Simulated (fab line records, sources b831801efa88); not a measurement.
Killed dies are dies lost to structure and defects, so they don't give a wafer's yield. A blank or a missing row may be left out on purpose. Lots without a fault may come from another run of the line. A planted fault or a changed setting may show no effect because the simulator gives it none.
fab line records | flow sky130 | part 2 of 2: steps 30 to 35 of 35
record lots=5 wafers=15 last_day=49
route steps=708 shown METAL4@602 CAP2M@603
lots that met no fault: from a run of the same line without faults
start_h: hours from the record's first day to the start of the lot's first wafer shown | wait_h: hours since the lot's step before | " the same as in the row above | L1.1+2: a row that stands for several wafers | - no value, or no start given | * or withheld: withheld | < > ~ a bound
route shown NAME@n: a module of which the file shows steps, and the number in the route of the first | usual: mean/standard deviation of fault-free wafers | same: alike in all rows | chamber/n: place in a boat | sites: the reading at each site | _std_site: their standard deviation | _edge_site: outer sites' mean less inner sites' | radius_mm: how far each site lies from the wafer's centre | mask NAME#n: copy n | behind: the tool/chamber that last shaped the wafer | hold: why the lot was held/for how many hours/how that ended | device: the transistor (n, p or np) that didn't switch | end of line: the same wafers' tests at the end of the route | a step without rows: its recipe alone | killed: dies lost to structure and defects at the first sort, not the wafer's yield | map: a wafer's dies, x killed, . not, _ none there
set.NAME: the setting as run; set.NAME@STEP: as run at that earlier step | model.NAME: the simulator's own value behind a step, which no gauge read
lots at some steps of the route; a table a step, a row a wafer
services: from which hour (start_h, from the record's first day; less than 0 if before it) a tool's chamber was out of use, for how many hours, and why
## steps
# step SKY_METAL4_DESCUM_15
# recipe chemistry=O2 source_power_w=150 bias_power_w=0 pressure_mtorr=10 temp_c=40 time_s=8
# usual chamber_pressure_mTorr=10.000/0.0095 drypump_motor_current_A=5.8/0.41 oes_product_au=1.000/0.0099
# columns lot.wafer tool chamber start_h wait_h chamber_pressure_mTorr drypump_motor_current_A oes_product_au rf_hours_counter_h
L074.3 rie_metal-01 0 966.38 0.0 10.015 5.9 0.982 -
L074.5 " 0 " " 10.017 5.9 0.977 -
L074.6 " 1 " " 9.989 5.2 1.008 -
L083.3 rie_metal-01 1 1046.45 0.0 9.999 5.2 0.993 -
L083.4 " 0 " " 10.003 5.9 0.982 -
L083.5 " 0 " " 9.999 5.9 0.980 -
L084.1 rie_metal-01 0 1047.59 0.0 9.995 5.9 0.990 15
L084.2 " 1 " " 9.999 5.2 1.001 12
L084.5 " 0 " " 10.004 5.9 0.989 -
L087.2 rie_metal-03 1 1080.30 0.0 9.990 5.7 1.012 -
L087.3 " 1 " " 9.988 5.7 1.008 -
L087.5 " 1 " " 9.974 5.7 1.002 -
L085.2 rie_metal-03 1 1083.87 0.0 9.989 5.7 1.006 -
L085.3 " 1 " " 9.997 5.7 1.014 -
L085.4 " 1 " " 10.002 5.7 1.015 -
# step SKY_METAL4_ETCH_16
# recipe chemistry=N2/H2 target=BARC ion_energy_ev=200 bias_w=100 pressure_mtorr=30 n2_flow_sccm=100 h2_flow_sccm=200 icp_w=500 stop_on=SiO2 time_s=88.2 target_depth_a=600
# usual chamber_pressure_mTorr=29.999/0.027 drypump_motor_current_A=5.8/0.41 oes_product_au=0.626/0.0045 throttle_valve_pct=13.205/0.009
# columns lot.wafer tool chamber start_h wait_h chamber_pressure_mTorr drypump_motor_current_A oes_product_au rf_hours_counter_h throttle_valve_pct
L074.3 rie_metal-01 0 966.44 0.0 29.994 5.9 0.622 - 13.197
L074.5 " 0 " " 29.998 5.9 0.624 - 13.210
L074.6 " 1 " " 30.054 5.2 0.628 - 13.220
L083.3 rie_metal-01 1 1046.51 0.0 29.998 5.2 0.628 - 13.217
L083.4 " 0 " " 29.948 5.9 0.618 - 13.216
L083.5 " 0 " " 29.972 5.9 0.624 - 13.207
L084.1 rie_metal-01 0 1047.62 0.0 30.024 5.9 0.632 15 13.202
L084.2 " 1 " " 30.043 5.2 0.635 12 13.198
L084.5 " 0 " " 29.996 5.9 0.626 - 13.199
L087.2 rie_metal-03 1 1080.39 0.1 29.980 5.7 0.628 - 13.211
L087.3 " 1 " " 30.004 5.7 0.622 - 13.209
L087.5 " 1 " " 30.039 5.7 0.627 - 13.201
L085.2 rie_metal-03 1 1083.95 0.1 30.030 5.7 0.625 - 13.207
L085.3 " 1 " " 29.989 5.7 0.622 - 13.197
L085.4 " 1 " " 29.990 5.7 0.623 - 13.211
# step SKY_METAL4_ETCH_17
# recipe target=SiO2 stop_on=TiN chemistry=C4F8/O2/Ar source_w=1500 bias_w=1200 pressure_mtorr=40 c4f8_flow_sccm=withheld O2_flow_sccm=6 Ar_flow_sccm=300 time_s=3.9 target_depth_a=150
# usual chamber_pressure_mTorr=40.01/0.035 oes_product_au=0.752/0.0069
# columns lot.wafer tool chamber start_h wait_h chamber_pressure_mTorr oes_product_au rf_hours_counter_h
L074.3 rie_diel-04 0 966.50 0.0 40.00 0.743 12
L074.5 " 2 " " 40.02 0.748 -
L074.6 " 3 " " 39.99 0.759 -
L083.3 rie_diel-02 3 1046.57 0.0 40.01 0.757 18
L083.4 " 1 " " 39.99 0.768 23
L083.5 " 3 " " 40.05 0.758 -
L084.1 rie_diel-02 1 1047.72 0.1 39.99 0.743 23
L084.2 " 0 " " 40.05 0.748 7
L084.5 " 2 " " 40.01 0.751 -
L087.2 rie_diel-01 2 1080.55 0.1 40.05 0.747 7
L087.3 " 3 " " 39.94 0.739 13
L087.5 " 3 " " 40.06 0.750 -
L085.2 rie_diel-04 3 1084.12 0.1 40.02 0.762 14
L085.3 " 1 " " 39.98 0.746 19
L085.4 " 0 " " 40.07 0.759 16
# step SKY_METAL4_METAL_ETCH_18
# recipe target_depth_a=8450 stop_on=SiO2 over_etch_frac=0.3 time_s=183.1 chemistry=Cl2/BCl3 resist_sidewall_deg=88 pressure_mtorr=10 icp_w=900 bias_w=48.5 Cl2_flow_sccm=60 bcl3_flow_sccm=30
# usual chamber_pressure_mTorr=10.000/0.0091 drypump_motor_current_A=6.0/0.44 oes_product_au=0.866/0.0057 throttle_valve_pct=22.265/0.009
# columns lot.wafer tool chamber start_h wait_h chamber_pressure_mTorr drypump_motor_current_A oes_product_au rf_hours_counter_h throttle_valve_pct
L074.3 rie_metal-04 1 966.58 0.1 9.993 6.5 0.858 - 22.263
L074.5 " 1 " " 9.991 6.5 0.855 - 22.253
L074.6 " 0 " " 10.017 5.9 0.865 - 22.271
L083.3 rie_metal-03 1 1046.65 0.1 10.004 5.7 0.862 - 22.287
L083.4 " 0 " " 10.011 6.5 0.857 - 22.261
L083.5 " 0 " " 9.998 6.5 0.861 - 22.252
L084.1 rie_metal-03 1 1047.74 0.0 10.011 5.7 0.873 5 22.263
L084.2 " 0 " " 9.990 6.5 0.872 22 22.252
L084.5 " 0 " " 9.997 6.5 0.868 - 22.273
L087.2 rie_metal-04 1 1080.57 0.0 10.000 6.5 0.865 11 22.252
L087.3 " 1 " " 10.004 6.5 0.869 - 22.273
L087.5 " 1 " " 10.013 6.5 0.870 - 22.253
L085.2 rie_metal-01 0 1084.13 0.0 9.997 5.9 0.868 17 22.272
L085.3 " 0 " " 10.002 5.9 0.868 - 22.252
L085.4 " 1 " " 10.005 5.2 0.869 - 22.259
# step SKY_METAL4_STRIP_19
# recipe chemistry=O2/N2 power_w=1400 pressure_mtorr=1500 platen_temp_c=withheld o2_flow_sccm=3000 n2_flow_sccm=300 overash_fraction=0.5
# usual chamber_pressure_mTorr=1500.0/1.2 drypump_motor_current_A=5.9/0.4 oes_product_au=0.502/0.0055 strip_time_to_endpoint_s=6.51/0.086
# columns lot.wafer tool chamber start_h wait_h chamber_pressure_mTorr drypump_motor_current_A oes_product_au rf_hours_counter_h strip_time_to_endpoint_s
L074.3 plasma_asher-04 1 966.73 0.1 1499.7 6.2 0.506 - 6.54
L074.5 " 1 " " 1498.4 6.2 0.498 - 6.56
L074.6 " 0 " " 1501.8 6.1 0.500 - 6.50
L083.3 plasma_asher-04 1 1046.80 0.1 1500.5 6.2 0.501 - 6.42
L083.4 " 0 " " 1499.7 6.1 0.497 - 6.44
L083.5 " 1 " " 1502.1 6.2 0.506 - 6.61
L084.1 plasma_asher-03 1 1047.92 0.1 1501.6 5.9 0.501 94 6.51
L084.2 " 0 " " 1500.0 5.3 0.506 94 6.61
L084.5 " 1 " " 1500.4 5.9 0.506 - 6.64
L087.2 plasma_asher-04 0 1080.75 0.1 1499.8 6.1 0.506 2 6.47
L087.3 " 0 " " 1500.5 6.1 0.502 - 6.51
L087.5 " 0 " " 1500.9 6.1 0.500 - 6.44
L085.2 plasma_asher-03 1 1084.31 0.1 1503.2 5.9 0.504 97 6.58
L085.3 " 1 " " 1500.9 5.9 0.501 - 6.61
L085.4 " 0 " " 1499.3 5.3 0.505 - 6.57
# step SKY_METAL4_STRIP_20
# recipe chemistry=post_etch_residue_remover time_s=1200 temp_c=72.5
# usual bath_heat_duty_pct=15.0/1.5
# columns lot.wafer tool chamber start_h wait_h bath_heat_duty_pct
L074.3 wet_bench-03 1 966.80 0.0 15.1
L074.5 " 1 " " 14.5
L074.6 " 1 " " 16.5
L083.3 wet_bench-02 1 1046.87 0.0 16.8
L083.4 " 1 " " 19.2
L083.5 " 1 " " 17.5
L084.1 wet_bench-01 0 1048.02 0.1 13.1
L084.2 " 0 " " 12.3
L084.5 " 0 " " 12.8
L087.2 wet_bench-03 0 1080.85 0.1 13.4
L087.3 " 0 " " 12.5
L087.5 " 0 " " 14.5
L085.2 wet_bench-01 0 1084.41 0.1 12.2
L085.3 " 0 " " 13.7
L085.4 " 0 " " 13.2
## services
# columns tool chamber start_h hours kind
plasma_asher-04 - 899.44 2.8 pm
rie_metal-03 0 904.62 22.3 repair
pecvd-03 - 906.53 2.8 pm
pecvd-03 - 910.84 3.5 repair
rie_metal-03 1 914.71 3.7 repair
iline_stepper-01 - 916.66 1.7 pm
pecvd-03 0 918.61 3.9 repair
pvd_sputter-02 - 959.12 5.3 repair
pecvd-03 1 977.01 8.1 repair
pecvd-03 - 993.19 0.8 pm
rie_diel-04 2 994.08 6.2 repair
pecvd-03 - 1001.39 18.6 repair
rie_diel-02 2 1014.51 4.0 repair
krf_scanner-02 - 1017.92 1.3 pm
pecvd-03 - 1018.43 1.3 repair
krf_scanner-02 - 1023.06 0.8 pm
krf_scanner-02 - 1026.79 1.0 pm
pvd_sputter-03 - 1044.63 1.0 repair
rie_metal-01 1 1047.91 1.8 repair
plasma_asher-04 - 1055.25 9.0 pm
plasma_asher-03 - 1069.45 7.2 repair
rie_diel-02 3 1073.81 6.2 repair
rie_metal-01 - 1074.03 2.8 pm
rie_diel-04 0 1075.78 6.2 repair
